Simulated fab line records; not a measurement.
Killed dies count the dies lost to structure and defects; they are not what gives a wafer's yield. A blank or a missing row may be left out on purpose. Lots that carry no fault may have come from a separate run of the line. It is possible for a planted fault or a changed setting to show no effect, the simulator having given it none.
Problem report, 8D (eight disciplines) form, completed by code :: flow sky130 :: the parts of the form that need people (team, actions taken, sign-off) are left out

## 1. WHAT IS WRONG
cathodeDcPowerW at SKY_METAL4_SPUTTER_03 reads a mean of 3427.9 W on 3 wafers of 2 lots; wafers without a fault read 3000.0 W with a standard deviation of 0.57. That is +99 or more standard deviations from the usual mean.
The step: material Ti, target thk 5 nm, time 3.3 s.
Earliest sighting: wafer L654.4 on pvdSputter-03 at day 41 14:42. At this step, 18 wafers from 6 lots have a number in the record. The rule behind "out" and "out of limits": a value lying over 4 standard deviations away from the usual mean. The other wafers with a number count as sound.

## 2. WHAT IT IS, WHAT IT ISN'T
question: which readings at this step
is: cathodeDcPowerW
is not: throttleValvePct

question: which lots
is: L654, L658
is not: L652, L664, L667, L669

question: which wafers of those lots
is: L654.4, L654.6, L658.3
is not: L654.1, L658.1, L658.2

question: read on which tools
is: pvdSputter-03
is not: pvdSputter-02

question: when
is: from day 41 14:42
is not: up to then (4 sound wafers); but 11 sound wafers of L658, L664, L667, L669 came after

## 3. SUSPECTS, AND WHAT RULES EACH OUT
Counting: if a tool at a process step up to the reading ran every lot that is out, it stays a suspect. Sound lots after the first of them don't rule it out here, since some wafers of a struck lot are sound.
- pvdSputter-01 at SKY_VIA3_SPUTTER_20 (material TiN, target thk 20 nm, time 80 s): kept. It ran every lot that is out, first L654 (day 41 13:57).
- cvdW-02 at SKY_VIA3_CVD_21 (deposits W, target thk 390 nm, time 117.31 s): kept. It ran every lot that is out, first L654 (day 41 14:01).
- pvdSputter-03 at SKY_METAL4_SPUTTER_00 (material Ti, target thk 15 nm, time 10 s): kept. It processed each lot that is out (first: L654, day 41 14:37); up to then, its last sound lot is L652 (day 41 05:47).
- pvdSputter-03 at SKY_METAL4_SPUTTER_03 (material Ti, target thk 5 nm, time 3.3 s): kept. It processed each lot that is out (first: L654, day 41 14:42); up to then, its last sound lot is L652 (day 41 05:53). Its own readings are out on those wafers: cathodeDcPowerW.
Left after counting: pvdSputter-01 at SKY_VIA3_SPUTTER_20, cvdW-02 at SKY_VIA3_CVD_21, pvdSputter-03 at SKY_METAL4_SPUTTER_00, pvdSputter-03 at SKY_METAL4_SPUTTER_03.

## 4. THE CAUSE (what the simulator had put in)
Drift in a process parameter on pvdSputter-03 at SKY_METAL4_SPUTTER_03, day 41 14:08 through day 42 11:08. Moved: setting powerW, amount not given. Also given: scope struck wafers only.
Counting left 4 suspects, and this tool is among them.

## 5. SEQUENCE OF EFFECTS, ordered by route
Each row: a reading where the mean over the struck wafers with a number is more than 3 standard deviations away from the usual. Readings are gone through only where the record gives a usual standard deviation; hours: the median, over the lots, of the time from a lot's start at the first step in this table giving one to that lot's start at this step; sigmas: the change measured in usual standard deviations.
hours: 0
step: SKY_METAL4_SPUTTER_03
reading: cathodeDcPowerW
usual: 3000.0 W
on struck wafers: 3427.9
change: +427.9
sigmas: +99 or more
Its process steps:
- SKY_METAL4_SPUTTER_03: material Ti, target thk 5 nm, time 3.3 s.

## 6. WHAT WOULD HAVE CAUGHT IT SOONER
In this record the first reading out of limits was taken at day 41 14:42, 1 hour after the fault began at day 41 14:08.
